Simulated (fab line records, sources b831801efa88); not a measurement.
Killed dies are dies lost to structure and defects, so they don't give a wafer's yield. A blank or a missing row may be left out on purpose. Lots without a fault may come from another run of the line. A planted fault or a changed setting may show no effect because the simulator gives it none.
Split-lot experiment | flow sfq_line | 5 lots, 23 wafers read, on a route of 325 steps

THE SPLIT
At SFQ_TRILAYER_M1_LITHO_COAT_039 (resist thk 600 nm), the setting spin_rpm was moved away from the recipe's 3000 rpm on 9 of the 23 wafers read, by -5.8% to +5.8%. The other wafers ran this setting at the recipe's value.

The reading is taken at the split's own step.

THE READING
KrF_of_TRILAYER_M1_LITHO_COAT_039.thk_nm (the simulator's own value, which no gauge read), in nm, at SFQ_TRILAYER_M1_LITHO_COAT_039 (resist thk 600 nm). The file gives no usual value for it. The 14 wafers here that ran the recipe average 597.9 nm, standard deviation 2 nm.

wafer  | tool, chamber at the split | spin_rpm as run, rpm | against the recipe | KrF_of_TRILAYER_M1_LITHO_COAT_039.thk_nm, nm | against lot-mates on the recipe
L074.1 | litho_track-01, 0          | 3174                 | +5.8%              | 584.2                                        | -14.8
L074.3 | litho_track-01, 0          | 3174                 | +5.8%              | 583.2                                        | -15.8
L074.4 | litho_track-01, 0          | 3174                 | +5.8%              | 583.8                                        | -15.2
L074.5 | litho_track-01, 0          | 3000                 | recipe             | 599.4                                        | -
L074.6 | litho_track-01, 0          | 3000                 | recipe             | 598.5                                        | -
L076.1 | litho_track-02, 0          | 2826                 | -5.8%              | 613.8                                        | +16.2
L076.3 | litho_track-02, 0          | 3000                 | recipe             | 597                                          | -
L076.4 | litho_track-02, 0          | 2826                 | -5.8%              | 615.4                                        | +17.9
L076.5 | litho_track-02, 0          | 2826                 | -5.8%              | 616                                          | +18.5
L076.6 | litho_track-02, 0          | 3000                 | recipe             | 598.1                                        | -
L077.2 | litho_track-02, 0          | 3000                 | recipe             | 596.6                                        | -
L077.3 | litho_track-02, 0          | 3000                 | recipe             | 594.8                                        | -
L077.4 | litho_track-02, 0          | 3000                 | recipe             | 596.1                                        | -
L077.5 | litho_track-02, 0          | 3000                 | recipe             | 595.6                                        | -
L077.6 | litho_track-02, 0          | 3000                 | recipe             | 595.1                                        | -
L083.1 | litho_track-03, 0          | 3000                 | recipe             | 599.7                                        | -
L083.2 | litho_track-03, 0          | 2841                 | -5.3%              | 616.6                                        | +16.7
L083.3 | litho_track-03, 0          | 2841                 | -5.3%              | 616.7                                        | +16.8
L083.4 | litho_track-03, 0          | 3000                 | recipe             | 600.1                                        | -
L083.5 | litho_track-03, 0          | 2841                 | -5.3%              | 617.3                                        | +17.4
L085.2 | litho_track-02, 0          | 3000                 | recipe             | 600.9                                        | -
L085.4 | litho_track-02, 0          | 3000                 | recipe             | 599.6                                        | -
L085.5 | litho_track-02, 0          | 3000                 | recipe             | 599.4                                        | -

THE FIT
A straight line over all 23 wafers: KrF_of_TRILAYER_M1_LITHO_COAT_039.thk_nm changes by -2.91 nm for each +1% of spin_rpm; r = -0.98; the points scatter about the line by 2.2 nm.
The same after taking each lot's own level away (the mean of its wafers on the recipe; 23 wafers): -2.91 nm for each +1%; r = -1.00; scatter 0.95 nm.
On that fit, the largest move of spin_rpm shifts the reading by 17 nm.
The lots' own levels span 595.64 to 599.97 nm, that is 2.2 times the standard deviation above.
So the lot-to-lot level changes the slope little: the two slopes agree.
Check: with one of the wafers moved furthest among these (+5.8%) left out of the fit, the line predicts -16.7 nm for it against its lot-mates. It came out at -14.8 nm against them.

OTHER SPLITS ON THESE WAFERS
These wafers also went through other splits before the reading. Each is held against what the fit with the lots' levels taken away leaves over:
other split on the same wafers                      | wafers away from the commonest value | r with KrF_of_TRILAYER_M1_LITHO_COAT_039.thk_nm (lot level and that fit taken away)
SFQ_TRILAYER_L0_LITHO_PEB_008 peb_temp_c            | 7                                    | +0.19
SFQ_TRILAYER_L0_VIA_LITHO_COAT_018 spin_rpm         | 6                                    | -0.29
SFQ_TRILAYER_L0_VIA_LITHO_EXPOSE_014 dose_mj        | 6                                    | +0.08
SFQ_TRILAYER_M0_DEP_SPUTTER_019 time_s              | 7                                    | +0.21
SFQ_TRILAYER_M0_LITHO_COAT_026 spin_rpm             | 8                                    | -0.07
SFQ_TRILAYER_M0_ETCH_METAL_ETCH_024 bias_w          | 11                                   | -0.10
SFQ_TRILAYER_I0_VIA_LITHO_PEB_034 peb_temp_c        | 5                                    | -0.04
SFQ_TRILAYER_I0_VIA_BARC_OPEN_VIA_ETCH_046 source_w | 6                                    | +0.04

THE WHOLE CHAIN: every reading that the file lists as answering this split, in the file's order
step                                | what it does                                                        | reading                                                                                   | change (the file's fit)                                                                             | r (the file's)
SFQ_TRILAYER_M1_LITHO_COAT_039      | resist thk 600 nm                                                   | KrF_of_TRILAYER_M1_LITHO_COAT_039.thk_nm (the simulator's own value, which no gauge read) | -2.93 nm for each +1% of the setting                                                                | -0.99
SFQ_TRILAYER_M1_ETCH_METAL_ETCH_042 | etches Nb in Cl2/Ar, stops on SiO2, target depth 240 nm, time 120 s | KrF_of_TRILAYER_M1_LITHO_COAT_039.thk_nm (the simulator's own value, which no gauge read) | -2.94 nm for each +1% of the setting, in a fit together with time_s@TRILAYER_M1_ETCH_METAL_ETCH_042 | 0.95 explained

THE FILE'S OWN FIT
KrF_of_TRILAYER_M1_LITHO_COAT_039.thk_nm changes by -2.93 nm for each +1% of spin_rpm, r = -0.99.
